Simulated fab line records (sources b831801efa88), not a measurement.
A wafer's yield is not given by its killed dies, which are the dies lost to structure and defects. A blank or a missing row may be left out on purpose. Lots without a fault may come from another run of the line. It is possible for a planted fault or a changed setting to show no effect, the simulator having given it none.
Which tool did it? || flow sky130 || route of 708 steps, sampled at 1 step: 6 lots, 18 wafers

## WHAT EACH GAUGE READ, for each wafer
SKY_VT_ADJUST_HVTR_OVL_MEAS_08.
{"lot": "L508", "measured": "day 9 21:09", "on": "overlay-01", "VT_ADJUST_HVTR_OVL (nm)": "-1.2 -0.8 -1.1"}
{"lot": "L510", "measured": "day 10 13:34", "on": "overlay-02", "VT_ADJUST_HVTR_OVL (nm)": "0.8 0.2 -0.1"}
{"lot": "L518", "measured": "day 13 00:03", "on": "overlay-01", "VT_ADJUST_HVTR_OVL (nm)": "0.7 -0.8 0.3"}
{"lot": "L521", "measured": "day 13 20:05", "on": "overlay-01", "VT_ADJUST_HVTR_OVL (nm)": "-0.8 1.2 1.4"}
{"lot": "L525", "measured": "day 15 04:05", "on": "overlay-01", "VT_ADJUST_HVTR_OVL (nm)": "-0.7 -0.4 -0.2"}
{"lot": "L529", "measured": "day 16 04:12", "on": "overlay-01", "VT_ADJUST_HVTR_OVL (nm)": "0.6 2.1 0.8"}

## WHICH TOOL RAN EACH LOT (tool, then ch and the chambers of the sampled wafers, then the start)
Record: no process step prior to these readings.

## THE ANSWER, worked out from the rows above alone
Rule: the lots themselves supply what counts as usual. Put in order of their means at a reading, lots are off if they are a third of the lots or fewer, leave a main group of 4 or more, and stand apart from it by a gap of 3 or more times the standard deviation of the main group's means; of several such gaps the widest counts. If all means in a main group match to the digits the tables above print for the reading, that group is not used. A lot without any number at a reading at which 4 lots or more have one is off too. Any other lot the step has rows for is counted as sound.
None of the lots is off at any reading shown; this tells nothing.

## WHAT THE SIMULATOR HAD INSERTED
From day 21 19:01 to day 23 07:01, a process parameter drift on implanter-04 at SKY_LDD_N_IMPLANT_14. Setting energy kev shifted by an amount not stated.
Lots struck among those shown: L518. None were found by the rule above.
